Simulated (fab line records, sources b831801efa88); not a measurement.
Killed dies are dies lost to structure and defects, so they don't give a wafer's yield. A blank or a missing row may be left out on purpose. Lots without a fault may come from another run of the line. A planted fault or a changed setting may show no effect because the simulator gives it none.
fab line records | flow sky130
record lots=12 wafers=36 last_day=49
route steps=708 shown METAL3@570 METAL4@629 PAD_OPEN@708
lots that met no fault: from a run of the same line without faults
start_h: hours from the record's first day to the start of the lot's first wafer shown | wait_h: hours since the lot's step before | " the same as in the row above | L1.1+2: a row that stands for several wafers | - no value, or no start given | * or withheld: withheld | < > ~ a bound
route shown NAME@n: a module of which the file shows steps, and the number in the route of the first | usual: mean/standard deviation of fault-free wafers | same: alike in all rows | chamber/n: place in a boat | sites: the reading at each site | _std_site: their standard deviation | _edge_site: outer sites' mean less inner sites' | radius_mm: how far each site lies from the wafer's centre | mask NAME#n: copy n | behind: the tool/chamber that last shaped the wafer | hold: why the lot was held/for how many hours/how that ended | device: the transistor (n, p or np) that didn't switch | end of line: the same wafers' tests at the end of the route | a step without rows: its recipe alone | killed: dies lost to structure and defects at the first sort, not the wafer's yield | map: a wafer's dies, x killed, . not, _ none there
set.NAME: the setting as run; set.NAME@STEP: as run at that earlier step | model.NAME: the simulator's own value behind a step, which no gauge read
steps of the route over a sample of lots; a table a step, a row a wafer
services: from which hour (start_h, from the record's first day; less than 0 if before it) a tool's chamber was out of use, for how many hours, and why
## steps
# step SKY_METAL3_STRIP_20
# recipe chemistry=post_etch_residue_remover time_s=1200 temp_c=72.5
# usual bath_heat_duty_pct=15.2/1.8
# columns lot.wafer tool chamber start_h wait_h bath_heat_duty_pct
L232.1 wet_bench-03 3 887.06 0.1 12.7
L232.2 " 3 " " 14.0
L232.4 " 3 " " 12.9
L234.1 wet_bench-04 1 912.27 0.1 17.4
L234.2 " 1 " " 18.3
L234.5 " 1 " " 18.1
L235.2 wet_bench-04 2 914.26 0.1 15.6
L235.3 " 2 " " 17.1
L235.6 " 2 " " 14.9
L236.3 wet_bench-03 0 931.87 0.0 16.9
L236.5 " 0 " " 16.8
L236.6 " 0 " " 16.2
L237.2 wet_bench-01 3 932.26 0.1 17.9
L237.3 " 3 " " 18.2
L237.4 " 3 " " 19.1
L242.2 wet_bench-04 2 981.06 0.1 14.4
L242.5 " 2 " " 15.7
L242.6 " 2 " " 14.7
L243.3 wet_bench-04 0 983.56 0.0 12.8
L243.4 " 0 " " 13.4
L243.5 " 0 " " 13.9
L245.1 wet_bench-04 0 1011.61 0.1 13.1
L245.2 " 0 " " 13.1
L245.3 " 0 " " 13.4
L247.3 wet_bench-03 0 1024.78 0.0 18.1
L247.5 " 0 " " 16.9
L247.6 " 0 " " 17.1
L249.2 wet_bench-03 0 1028.96 0.1 17.5
L249.4 " 0 " " 17.0
L249.5 " 0 " " 18.5
L250.1 wet_bench-03 0 1030.41 0.1 17.9
L250.3 " 0 " " 16.5
L250.5 " 0 " " 16.6
L251.3 wet_bench-03 0 1034.01 0.0 15.3
L251.4 " 0 " " 16.2
L251.5 " 0 " " 15.1
# step SKY_METAL4_CD_MEAS_13
# recipe target_cd_nm=300
# usual cd_nm=300.3/1.2
# columns lot.wafer tool chamber start_h wait_h cd_nm
L232.1 cd_sem-02 - 964.59 - 299.7
L232.2 " - " " 300.4
L232.4 " - " " 299.8
L234.1 cd_sem-02 - 987.72 - 299.1
L234.2 " - " " 299.4
L234.5 " - " " 298.3
L235.2 cd_sem-01 - 991.29 - 300.6
L235.3 " - " " 300.8
L235.6 " - " " 300.2
L236.3 cd_sem-01 - 1007.46 - 299.1
L236.5 " - " " 300.1
L236.6 " - " " 299.3
L237.2 cd_sem-02 - 1008.46 - 301.8
L237.3 " - " " 301.7
L237.4 " - " " 303.2
L242.2 cd_sem-01 - 1052.29 - 301.5
L242.5 " - " " 301.4
L242.6 " - " " 302.6
L243.3 cd_sem-02 - 1057.33 - 300.9
L243.4 " - " " 301.2
L243.5 " - " " 301.1
L245.1 cd_sem-01 - 1080.24 - 299.3
L245.2 " - " " 298.5
L245.3 " - " " 299.5
L247.3 cd_sem-01 - 1091.81 - 299.5
L247.5 " - " " 299.7
L247.6 " - " " 300.8
L249.2 cd_sem-01 - 1094.71 - 300.0
L249.4 " - " " 297.5
L249.5 " - " " 299.3
L250.1 cd_sem-01 - 1097.34 - 299.9
L250.3 " - " " 298.3
L250.5 " - " " 297.8
L251.3 cd_sem-01 - 1100.35 - 300.0
L251.4 " - " " 299.4
L251.5 " - " " 301.2
# step SKY_METAL4_ETCH_17
# recipe target=SiO2 stop_on=TiN chemistry=C4F8/O2/Ar source_w=1500 bias_w=1200 pressure_mtorr=40 c4f8_flow_sccm=withheld O2_flow_sccm=6 Ar_flow_sccm=300 time_s=3.9 target_depth_a=150
# usual oes_product_au=0.752/0.008 rf_fwd_power_W=1469/6.7
# columns lot.wafer tool chamber start_h wait_h oes_product_au rf_fwd_power_W rf_hours_counter_h
L232.1 rie_diel-01 2 964.88 0.1 0.747 1471 20
L232.2 " 1 " " 0.749 1465 19
L232.4 " 3 " " 0.763 1472 11
L234.1 rie_diel-04 0 988.01 0.1 0.761 1458 18
L234.2 " 3 " " 0.758 1460 7
L234.5 " 0 " " 0.767 1458 -
L235.2 rie_diel-02 3 991.56 0.1 0.742 1468 14
L235.3 " 2 " " 0.750 1481 20
L235.6 " 2 " " 0.748 1476 -
L236.3 rie_diel-01 0 1007.71 0.0 0.760 1468 10
L236.5 " 2 " " 0.759 1477 -
L236.6 " 3 " " 0.751 1467 -
L237.2 rie_diel-02 3 1008.73 0.1 0.749 1466 14
L237.3 " 2 " " 0.757 1486 20
L237.4 " 2 " " 0.753 1479 -
L242.2 rie_diel-04 0 1052.56 0.1 0.749 1465 20
L242.5 " 3 " " 0.761 1468 -
L242.6 " 2 " " 0.752 1458 -
L243.3 rie_diel-02 1 1057.58 0.0 0.758 1472 18
L243.4 " 0 " " 0.764 1464 12
L243.5 " 1 " " 0.760 1467 -
L245.1 rie_diel-02 2 1080.53 0.1 0.737 1481 23
L245.2 " 0 " " 0.751 1458 13
L245.3 " 3 " " 0.750 1474 17
L247.3 rie_diel-04 0 1092.06 0.0 0.745 1463 21
L247.5 " 2 " " 0.759 1459 -
L247.6 " 3 " " 0.770 1459 -
L249.2 rie_diel-02 0 1094.98 0.1 0.743 1474 13
L249.4 " 3 " " 0.751 1475 17
L249.5 " 0 " " 0.765 1465 -
L250.1 rie_diel-04 2 1097.63 0.1 0.741 1467 12
L250.3 " 0 " " 0.747 1473 21
L250.5 " 1 " " 0.760 1478 -
L251.3 rie_diel-02 0 1100.60 0.0 0.753 1471 14
L251.4 " 1 " " 0.772 1473 19
L251.5 " 2 " " 0.759 1484 -
# step SKY_METAL4_METAL_ETCH_18
# recipe target_depth_a=8450 stop_on=SiO2 over_etch_frac=0.3 time_s=183.1 chemistry=Cl2/BCl3 resist_sidewall_deg=88 pressure_mtorr=10 icp_w=900 bias_w=48.5 Cl2_flow_sccm=60 bcl3_flow_sccm=30
# usual drypump_motor_current_A=6.0/0.3 oes_product_au=0.865/0.0065 rf_fwd_power_W=897.0/2.9 throttle_valve_pct=22.264/0.01
# columns lot.wafer tool chamber start_h wait_h drypump_motor_current_A oes_product_au rf_fwd_power_W rf_hours_counter_h throttle_valve_pct
L232.1 rie_metal-03 1 964.90 0.0 5.6 0.868 894.0 12 22.252
L232.2 " 0 " " 6.2 0.862 900.3 7 22.275
L232.4 " 0 " " 6.2 0.852 903.3 - 22.255
L234.1 rie_metal-01 0 988.03 0.0 6.4 0.868 898.8 14 22.268
L234.2 " 0 " " 6.4 0.861 899.1 - 22.262
L234.5 " 0 " " 6.4 0.862 897.5 - 22.255
L235.2 rie_metal-02 1 991.58 0.0 5.7 0.847 895.6 9 22.266
L235.3 " 0 " " 6.2 0.859 895.9 - 22.288
L235.6 " 1 " " 5.7 0.863 898.9 - 22.277
L236.3 rie_metal-02 0 1007.79 0.1 6.2 0.867 895.6 - 22.267
L236.5 " 0 " " 6.2 0.869 901.8 - 22.263
L236.6 " 1 " " 5.7 0.874 902.0 - 22.255
L237.2 rie_metal-03 0 1008.74 0.0 6.2 0.868 900.4 9 22.270
L237.3 " 0 " " 6.2 0.864 896.6 - 22.260
L237.4 " 1 " " 5.6 0.857 895.4 - 22.273
L242.2 rie_metal-01 0 1052.58 0.0 6.4 0.866 892.5 17 22.263
L242.5 " 0 " " 6.4 0.853 896.2 - 22.251
L242.6 " 1 " " 5.8 0.859 899.1 - 22.282
L243.3 rie_metal-03 1 1057.66 0.1 5.6 0.867 891.4 - 22.268
L243.4 " 0 " " 6.1 0.865 897.2 - 22.256
L243.5 " 1 " " 5.6 0.857 893.9 - 22.258
L245.1 rie_metal-03 0 1080.54 0.0 6.2 0.868 898.7 14 22.266
L245.2 " 1 " " 5.6 0.874 895.1 18 22.273
L245.3 " 0 " " 6.2 0.869 896.6 - 22.263
L247.3 rie_metal-02 1 1092.14 0.1 5.7 0.867 895.1 - 22.259
L247.5 " 1 " " 5.7 0.858 896.8 - 22.281
L247.6 " 0 " " 6.2 0.860 897.7 - 22.266
L249.2 rie_metal-01 0 1095.05 0.1 6.4 0.867 894.8 - 22.259
L249.4 " 0 " " 6.4 0.870 897.0 - 22.251
L249.5 " 0 " " 6.4 0.868 897.7 - 22.263
L250.1 rie_metal-01 0 1097.64 0.0 6.4 0.868 895.3 20 22.267
L250.3 " 0 " " 6.4 0.851 895.0 - 22.275
L250.5 " 0 " " 6.4 0.877 893.5 - 22.266
L251.3 rie_metal-03 1 1100.68 0.1 5.6 0.872 894.8 - 22.274
L251.4 " 0 " " 6.2 0.868 896.0 - 22.249
L251.5 " 0 " " 6.2 0.862 895.8 - 22.258
# step SKY_PAD_OPEN_PROBE_99
# usual defect_limited_yield=82.3/1.9 killed_at_M0_to_M3=44/7.6 killed_at_M4_up=3.2/1.7 killed_at_contacts=24/5.7 killed_at_front_end=16/3.9 killed_at_other=0.2/0.45 killed_dies=87/9.5 killed_open=47/6.9 killed_short=40/5.8 sort_bin_3_pad_short=0.9/0.4 sort_bin_5_function=10.4/1.4 sort_bin_6_memory=6.4/1.1 sort_n_pass=405/9.5 sort_yield_pct=82.3/1.9
# same gross_dies=492 killed_at_back_side=0 sort_bin_4_leakage[%]=0 sort_bin_8_speed[%]=0
# columns lot.wafer tool chamber start_h wait_h defect_limited_yield[%] killed_at_M0_to_M3 killed_at_M4_up killed_at_contacts killed_at_front_end killed_at_other killed_dies killed_open killed_short sort_bin_3_pad_short[%] sort_bin_5_function[%] sort_bin_6_memory[%] sort_n_pass sort_yield_pct[%]
L243.3 prober-02 - 1137.28 0.2 73.8 98 2 18 10 1 129 38 39 1.6 17.5 7.1 363 73.8
L243.4 prober-02 - 1137.33 0.2 69.7 103 5 21 20 0 149 62 39 2.8 18.5 8.9 343 69.7
L243.5 prober-02 - 1137.38 0.2 75.8 85 4 19 11 0 119 34 35 3.3 13.8 7.1 373 75.8
L245.1 prober-02 - 1163.17 0.1 74.4 88 4 21 13 0 126 43 41 1.8 16.5 7.3 366 74.4
L245.2 prober-02 - 1163.22 0.1 75.2 86 4 14 18 0 122 42 36 2.0 14.8 7.9 370 75.2
L245.3 prober-02 - 1163.27 0.2 72.6 85 1 31 18 0 135 41 48 4.7 15.4 7.3 357 72.6
# killed by level:class
L243.3 METAL3:unspecified=52 VIA1:geometric_particle:open=10 METAL1:geometric_particle:short=8 CONTACT:geometric_particle:open=8 VIA1:geometric_particle:short=6 POLY_GATE:geometric_particle:short=5 LI_CONTACT:geometric_particle:short=4 VIA2:geometric_particle:open=4
L243.4 METAL3:unspecified=48 VIA1:geometric_particle:open=13 VIA3:geometric_particle:open=12 VIA2:geometric_particle:open=9 FIELD_ISO:geometric_particle:short=6 CONTACT:geometric_particle:open=6 VIA3:geometric_particle:short=6 POLY_GATE:geometric_particle:short=5
L243.5 METAL3:unspecified=50 VIA1:geometric_particle:open=9 CONTACT:geometric_particle:open=7 VIA1:geometric_particle:short=6 FIELD_ISO:geometric_particle:short=4 VIA3:geometric_particle:open=4 LOCAL_INTERCONNECT:geometric_particle:short=4 VIA2:geometric_particle:short=4
L245.1 METAL3:unspecified=42 VIA1:geometric_particle:open=11 LI_CONTACT:geometric_particle:open=6 VIA1:geometric_particle:short=6 CONTACT:geometric_particle:open=5 METAL2:geometric_particle:short=5 METAL3:geometric_particle:short=5 VIA3:geometric_particle:open=5
L245.2 METAL3:unspecified=44 VIA1:geometric_particle:open=12 CONTACT:geometric_particle:open=7 METAL1:geometric_particle:short=7 VIA2:geometric_particle:open=7 VIA1:geometric_particle:short=5 LI_CONTACT:geometric_particle:open=4 METAL2:geometric_particle:short=4
L245.3 METAL3:unspecified=46 VIA1:geometric_particle:open=9 LI_CONTACT:geometric_particle:short=7 LOCAL_INTERCONNECT:geometric_particle:short=7 CONTACT:geometric_particle:open=7 METAL1:geometric_particle:short=6 VIA3:geometric_particle:short=6 VIA3:geometric_particle:open=6
## services
# columns tool chamber start_h hours kind
rie_diel-04 3 924.97 5.6 repair
rie_diel-02 - 929.36 4.3 pm
rie_metal-01 - 943.71 0.4 repair
rie_metal-03 - 955.18 0.6 repair
rie_metal-01 1 984.98 6.7 repair
rie_diel-04 2 986.86 9.6 repair
rie_diel-02 0 1001.29 13.4 repair
rie_metal-03 - 1013.69 1.4 pm
rie_metal-02 - 1023.06 3.7 repair
rie_diel-01 2 1040.95 13.4 repair
rie_metal-02 - 1050.04 0.3 repair
rie_diel-04 - 1059.02 2.8 pm
rie_diel-04 1 1080.43 14.9 repair
rie_diel-02 0 1084.69 6.1 repair
rie_diel-02 1 1087.51 3.0 repair
rie_metal-01 1 1094.02 17.4 repair
rie_diel-04 1 1098.04 3.8 repair
rie_diel-04 0 1098.90 31.1 repair
## key
first_sign step=SKY_PAD_OPEN_PROBE_99 reading=killed_at_M0_to_M3 direction=up sigmas=6.2 usual=44 struck=91
effect step=SKY_PAD_OPEN_PROBE_99 reading=sort_bin_3_pad_short direction=up sigmas=4.6 usual=0.9 struck=2.7
met_at SKY_METAL3_STRIP_20
struck_lots L243,L245
not_acting_at SKY_METAL4_CD_MEAS_13,SKY_METAL4_ETCH_17,SKY_METAL4_METAL_ETCH_18
onset_between 981.06 983.56
fault kind=chamber_particle_source tool=wet_bench-04 chamber=- onset_h=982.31 steps=SKY_METAL3_STRIP_20 rate_per_visit_cm2=0.54496 end_h=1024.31
